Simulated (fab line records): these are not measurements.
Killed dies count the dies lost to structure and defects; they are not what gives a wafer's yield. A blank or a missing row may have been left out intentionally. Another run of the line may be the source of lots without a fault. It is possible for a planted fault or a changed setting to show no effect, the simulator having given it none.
Which tool did it?    flow sky130    36 wafers from 12 lots sampled at 4 of the route's 708 steps

== WHAT THE GAUGES READ, wafer by wafer ==
SKY_METAL1_CD_MEAS_15: the cd target is 140 nm. Usual: cd nm reads 139.9 nm (standard deviation 1.3).
lot   measured      on         cd nm (nm)         flag
L328  day 33 14:17  cd sem-02  139.8 137.9 139.0  
L329  day 34 01:46  cd sem-01  141.5 141.0 141.0  
L330  day 34 12:34  cd sem-02  139.9 140.9 140.6  
L333  day 35 08:56  cd sem-02  138.9 139.3 138.7  
L335  day 35 13:53  cd sem-01  140.0 139.4 138.7  
L339  day 36 16:47  cd sem-02  140.5 140.6 140.6  
L341  day 37 02:17  cd sem-01  139.0 138.5 138.9  
L342  day 37 09:00  cd sem-01  140.2 142.0 141.2  
L343  day 37 15:47  cd sem-02  140.1 139.6 139.9  
L346  day 38 13:02  cd sem-02  139.0 138.3 137.3  
L347  day 38 17:47  cd sem-01  139.7 138.2 138.2  
L349  day 39 08:28  cd sem-01  139.6 140.1 139.7  

== TOOL THAT RAN EACH LOT (tool first, then ch and the chambers of the sampled wafers, then the start) ==
lot   SKY_LI_CONTACT_SPUTTER_19     SKY_CONTACT_COAT_09                SKY_CONTACT_STRIP_19
L328  pvd sputter-02, day 29 23:56  litho track-01 ch 0, day 31 19:00  plasma asher-01 ch 0,1, day 32 09:01
L329  pvd sputter-02, day 30 10:45  litho track-01 ch 0, day 32 06:00  plasma asher-01 ch 0,1, day 32 20:50
L330  pvd sputter-01, day 30 23:02  litho track-03 ch 0, day 32 19:00  plasma asher-04 ch 0,1, day 33 09:02
L333  pvd sputter-02, day 31 20:40  litho track-03 ch 0, day 33 15:00  plasma asher-01 ch 0,1, day 34 05:07
L335  pvd sputter-04, day 32 03:22  litho track-03 ch 0, day 33 21:00  plasma asher-01 ch 0,1, day 34 10:15
L339  pvd sputter-04, day 33 07:47  litho track-02 ch 0, day 35 00:00  plasma asher-01 ch 0,1, day 35 14:32
L341  pvd sputter-04, day 33 17:20  litho track-01 ch 0, day 35 10:00  plasma asher-04 ch 0,1, day 35 23:53
L342  pvd sputter-02, day 33 22:32  litho track-01 ch 0, day 35 15:00  plasma asher-04 ch 0,1, day 36 05:32
L343  pvd sputter-04, day 34 07:55  litho track-02 ch 0, day 36 00:00  plasma asher-03 ch 0,1, day 36 13:51
L346  pvd sputter-04, day 35 04:04  litho track-02 ch 0, day 36 20:00  plasma asher-03 ch 0,1, day 37 10:51
L347  pvd sputter-04, day 35 10:01  litho track-01 ch 0, day 37 02:00  plasma asher-01 ch 0, day 37 15:29
L349  pvd sputter-01, day 36 00:34  litho track-03 ch 0, day 37 16:00  plasma asher-04 ch 0,1, day 38 05:52
- SKY_LI_CONTACT_SPUTTER_19: material Ti, target thk 20 nm, time 106.37 s.
- SKY_CONTACT_COAT_09: resist thk 450 nm.
- SKY_CONTACT_STRIP_19: strips in O2/N2.

== AS READ BY THE TOOLS THEMSELVES (means over the sampled wafers that have a number; for cases with no such wafer, the mark the record gives instead) ==
SKY_LI_CONTACT_SPUTTER_19. Usual: throttle valve pct reads 30.1 % (standard deviation 1.3).
lot   tool            throttle valve pct (%)  flag
L328  pvd sputter-02  30.8                    
L329  pvd sputter-02  30.9                    
L330  pvd sputter-01  29.6                    
L333  pvd sputter-02  30.7                    
L335  pvd sputter-04  28.9                    
L339  pvd sputter-04  29.3                    
L341  pvd sputter-04  29.9                    
L342  pvd sputter-02  30.6                    
L343  pvd sputter-04  29.8                    
L346  pvd sputter-04  29.1                    
L347  pvd sputter-04  29.2                    
L349  pvd sputter-01  30.0                    

SKY_CONTACT_COAT_09. Usual: dispense pressure kPa 50 kPa, standard deviation 3.9; resist line temp C 23.00 C, standard deviation 0.11.
lot   tool            dispense pressure kPa (kPa)  resist line temp C (C)  flag
L328  litho track-01  47                           22.99                   
L329  litho track-01  47                           23.05                   
L330  litho track-03  56                           23.05                   
L333  litho track-03  56                           22.82                   
L335  litho track-03  56                           22.94                   
L339  litho track-02  47                           23.10                   
L341  litho track-01  47                           22.86                   
L342  litho track-01  47                           23.03                   
L343  litho track-02  47                           23.03                   
L346  litho track-02  47                           23.02                   
L347  litho track-01  47                           23.05                   
L349  litho track-03  56                           23.06                   

SKY_CONTACT_STRIP_19. Usual: drypump motor current A 5.60 A, standard deviation 0.25; oes product au 0.381 a.u., standard deviation 0.0047; strip time to endpoint s 3.63 s, standard deviation 0.034.
lot   tool             drypump motor current A (A)  oes product au (a.u.)  strip time to endpoint s (s)  flag
L328  plasma asher-01  5.60                         0.378                  3.65                          
L329  plasma asher-01  5.68                         0.379                  3.62                          
L330  plasma asher-04  5.76                         0.383                  3.64                          
L333  plasma asher-01  5.61                         0.368                  3.26                          OFF
L335  plasma asher-01  5.60                         0.366                  3.22                          OFF
L339  plasma asher-01  5.67                         0.385                  3.64                          
L341  plasma asher-04  5.60                         0.384                  3.64                          
L342  plasma asher-04  5.57                         0.382                  3.62                          
L343  plasma asher-03  5.63                         0.383                  3.65                          
L346  plasma asher-03  5.37                         0.382                  3.65                          
L347  plasma asher-01  5.56                         0.380                  3.65                          
L349  plasma asher-04  5.74                         0.380                  3.61                          

== THE ANSWER, worked out from the rows above alone ==
Rule: take the mean of a lot's wafers that have a number; if it is more than 3 standard deviations from the usual mean, the lot is off. Also off: a lot with no number at a reading for which 4 or more lots have one. Any other lot the step has rows for is counted as sound. The gauges are gone through in route order, then the tools' own readings, and for those a lot's mean is taken as printed above. At the first step where some lot is off, the reading lying furthest off is the one used; lots without a number count as furthest.
Off at SKY_CONTACT_STRIP_19 (strip time to endpoint s): L333, L335.
If a tool, at that step or one of the process steps before it, ran each lot that is off and ran no sound lot following the first of them, it fits. No candidate that was tried fits.

== WHAT THE SIMULATOR HAD PUT IN ==
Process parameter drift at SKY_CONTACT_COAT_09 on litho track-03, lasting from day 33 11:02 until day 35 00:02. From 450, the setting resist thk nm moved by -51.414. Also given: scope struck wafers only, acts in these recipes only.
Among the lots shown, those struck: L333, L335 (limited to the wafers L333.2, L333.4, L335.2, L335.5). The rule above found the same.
